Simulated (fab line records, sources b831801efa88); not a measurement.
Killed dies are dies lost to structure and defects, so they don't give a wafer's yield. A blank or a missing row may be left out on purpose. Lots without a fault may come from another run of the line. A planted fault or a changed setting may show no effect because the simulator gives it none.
Chamber matching | flow sfq_line | SFQ_TRILAYER_C5_BARC_OPEN_VIA_ETCH_210 on rie_diel-04: 3 sister chambers
The step etches BARC in O2, target depth 125 nm, time 41.7 s. 3 wafers are shown with their chamber, then 6 later ones without.

WAFERS WITH THEIR CHAMBER
wafer  | chamber | drypump_motor_current_A (A)
L607.2 | 0       | 5.8
L609.1 | 1       | 6.1
L609.4 | 3       | 6.1

WAFERS WITHOUT THEIR CHAMBER
wafer  | drypump_motor_current_A (A)
L609.6 | 5.8
L618.4 | 6.1
L618.6 | 6.0
L621.1 | 6.1
L621.3 | 6.1
L621.5 | 5.8

WHICH CHAMBER EACH WENT THROUGH
wafer  | from the rows above     | in truth
L609.6 | 0                       | 0
L618.4 | can't be placed: 1 or 3 | 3
L618.6 | can't be placed: 1 or 3 | 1
L621.1 | can't be placed: 1 or 3 | 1
L621.3 | can't be placed: 1 or 3 | 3
L621.5 | 0                       | 0
Placed correctly: 2 of 6. Can't be placed from these rows: 4 (the true chamber is among the candidates in 4). Placed wrongly: 0.
How it was worked out, from the rows above alone: a wafer's distance from a chamber is the root of the sum, over the readings, of the square of ((its reading less the chamber's mean) divided by the reading's scatter). The wafer belongs to the nearest chamber; if the next one is less than 2 further off, it can't be placed. A chamber's mean is the mean of its shown wafers. The scatter: with one shown wafer a chamber, the root of the mean of the squares of how far each hidden wafer lies from its nearest shown one.
